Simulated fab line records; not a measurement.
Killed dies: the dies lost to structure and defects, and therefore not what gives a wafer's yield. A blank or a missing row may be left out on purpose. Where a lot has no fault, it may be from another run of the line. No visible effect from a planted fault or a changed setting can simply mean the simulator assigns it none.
Which tool did it? :: flow gf180mcu :: at 1 step of a route of 602, 7 lots with 21 wafers sampled

== WHAT EACH GAUGE READ, for each wafer ==
GF_STI_THK_MEAS_02.
lot: L750
measured: day 2 13:28
on: film metro-02
STI_OXIDATION_THK (nm): 10.02 9.82 9.81

lot: L752
measured: day 2 22:31
on: film metro-02
STI_OXIDATION_THK (nm): 9.97 10.09 10.14

lot: L760
measured: day 4 15:01
on: film metro-02
STI_OXIDATION_THK (nm): 10.07 9.86 9.83

lot: L762
measured: day 5 01:06
on: film metro-02
STI_OXIDATION_THK (nm): 9.93 9.89 10.09

lot: L764
measured: day 5 11:46
on: film metro-01
STI_OXIDATION_THK (nm): 10.21 10.32 10.30

lot: L766
measured: day 5 20:55
on: film metro-02
STI_OXIDATION_THK (nm): 9.86 9.75 9.78

lot: L768
measured: day 6 06:44
on: film metro-02
STI_OXIDATION_THK (nm): 9.79 9.63 9.75

== WHICH TOOL RAN EACH LOT (tool, then ch and the chambers of the sampled wafers, then the start) ==
The record holds no process step before these readings.

== THE ANSWER, worked out from the rows above alone ==
Rule: what is usual is taken from the lots themselves. The widest of any qualifying gaps counts: lots, ordered by their means at a reading, are off when they make up no more than a third of the lots, leave a main group of 4 or more, and stand apart from it by 3 or more times the standard deviation of that group's means. The tables above print the reading to a certain number of digits; a main group whose means all agree to those digits is not used. A lot without any number at a reading at which 4 lots or more have one is off too. Any other lot the step has rows for is counted as sound.
No lot is off on any of the readings shown, so nothing can be concluded from this.

== WHAT THE SIMULATOR PUT IN ==
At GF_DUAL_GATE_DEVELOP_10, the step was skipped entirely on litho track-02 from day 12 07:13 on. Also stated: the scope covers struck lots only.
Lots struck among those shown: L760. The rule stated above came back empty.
